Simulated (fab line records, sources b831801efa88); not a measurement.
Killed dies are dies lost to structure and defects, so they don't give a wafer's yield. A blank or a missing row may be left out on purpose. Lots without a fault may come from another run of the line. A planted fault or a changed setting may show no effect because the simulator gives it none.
A struck lot beside a sound one | flow sfq_line | 14 steps out of a route of 325
Sound: wafers L530.1, L530.2, L530.5. Struck: wafers L538.1, L538.4, L538.6. The cause comes at the end.
At each step with rows: each side's tool, then ch and its chambers, then its first start. Under that, the readings that differ: sound wafers | struck wafers | difference of the means | sigmas: that difference in standard deviations of wafers without a fault.
alike: readings whose means differ by less than 2 such deviations, and words and numbers that are the same on both sides. not compared: withheld readings, readings that some wafer has no value for, bounds like >300 that may hide the same value, and numbers for which the record gives no deviation and whose values overlap.
The two part at a step that has a row with sigmas, a row that says differs or no value, or rows on one side only. Numbers that don't overlap but have no deviation are shown without sigmas and don't part them. A reading that every wafer of one side lacks parts them only if that side has two wafers or more.

first, 6 steps without rows for these wafers: SFQ_TRILAYER_M1_LITHO_COAT_044 (resist thk 62 nm); SFQ_TRILAYER_M1_LITHO_COAT_039 (resist thk 600 nm); SFQ_TRILAYER_M1_LITHO_SOFTBAKE_043; SFQ_TRILAYER_M1_LITHO_EXPOSE_040 (exposes mask M1, target cd 500 nm); SFQ_TRILAYER_M1_LITHO_PEB_042 (peb time 60 s); SFQ_TRILAYER_M1_LITHO_DEVELOP_041 (time 60 s).
SFQ_M1_OVL_MEAS_911:
  sound on overlay-02, day 27 12:43; struck on overlay-01, day 30 22:41
  alike: M1_OVL
SFQ_TRILAYER_M1_BARC_OPEN_METAL_ETCH_054: etches BARC in O2, target depth 125 nm, time 41.7 s.
  sound on rie_metal-04 ch 0,1, day 27 12:44; struck on rie_metal-02 ch 1, day 30 22:43
  reading                     | sound       | struck      | difference | sigmas
  drypump_motor_current_A (A) | 6.2 6.2 6.2 | 5.1 5.1 5.1 | -1.1       | -2
  alike: oes_product_au
  not compared: rf_hours_counter_h
SFQ_TRILAYER_M1_ETCH_METAL_ETCH_042: etches Nb in Cl2/Ar, stops on SiO2, target depth 240 nm, time 120 s.
  sound on rie_metal-04 ch 0,1, day 27 12:48; struck on rie_metal-02 ch 1, day 30 22:47
  reading                     | sound       | struck      | difference | sigmas
  drypump_motor_current_A (A) | 6.2 6.2 6.2 | 5.1 5.1 5.1 | -1.1       | -2
  alike: oes_product_au
  not compared: rf_hours_counter_h
SFQ_TRILAYER_M1_STRIP_STRIP_043: strips in O2.
  sound on rie_metal-04 ch 0,1, day 27 12:56; struck on rie_metal-02 ch 1, day 30 22:54
  reading                     | sound       | struck      | difference | sigmas
  drypump_motor_current_A (A) | 6.2 6.2 6.2 | 5.1 5.1 5.1 | -1.1       | -2
  alike: oes_product_au
  not compared: rf_hours_counter_h
then, 1 step without rows for these wafers: SFQ_TRILAYER_M1_STRIP_SOLV_CLEAN_044 (cleans in NMP, time 600 s).
SFQ_TRILAYER_I1_DEP_PECVD_045: deposits SiO2 from SiH4/N2O, time 111.11 s, target thk 500 nm.
  sound on pecvd-01 ch 1,2, day 27 13:42; struck on pecvd-04 ch 0,1,2, day 30 23:41
  alike: heater_power_w, showerhead_vpp_V, throttle_valve_pct
SFQ_TRILAYER_I1_CMP_CMP_046: polishes SiO2.
  sound on cmp-02 ch 1,2, day 27 20:43; struck on cmp-02 ch 1,2, day 31 00:16
  reading          | sound             | struck            | difference | sigmas
  platen_rpm (rpm) | 59.99 60.01 60.00 | 66.02 65.96 66.08 | +6.02      | +99 or more
  alike: motor_current_A, time_to_endpoint_s
SFQ_I1_BOW_MEAS_912:
  sound on film_metro-04, day 27 23:43; struck on film_metro-02, day 31 02:46
  alike: I1_BOW

WHERE THEY PART
First at SFQ_TRILAYER_M1_BARC_OPEN_METAL_ETCH_054; last, within this record, at SFQ_TRILAYER_I1_CMP_CMP_046. Later steps at which nothing parts them and some readings are alike: SFQ_I1_BOW_MEAS_912.

WHY: what the simulator had put in
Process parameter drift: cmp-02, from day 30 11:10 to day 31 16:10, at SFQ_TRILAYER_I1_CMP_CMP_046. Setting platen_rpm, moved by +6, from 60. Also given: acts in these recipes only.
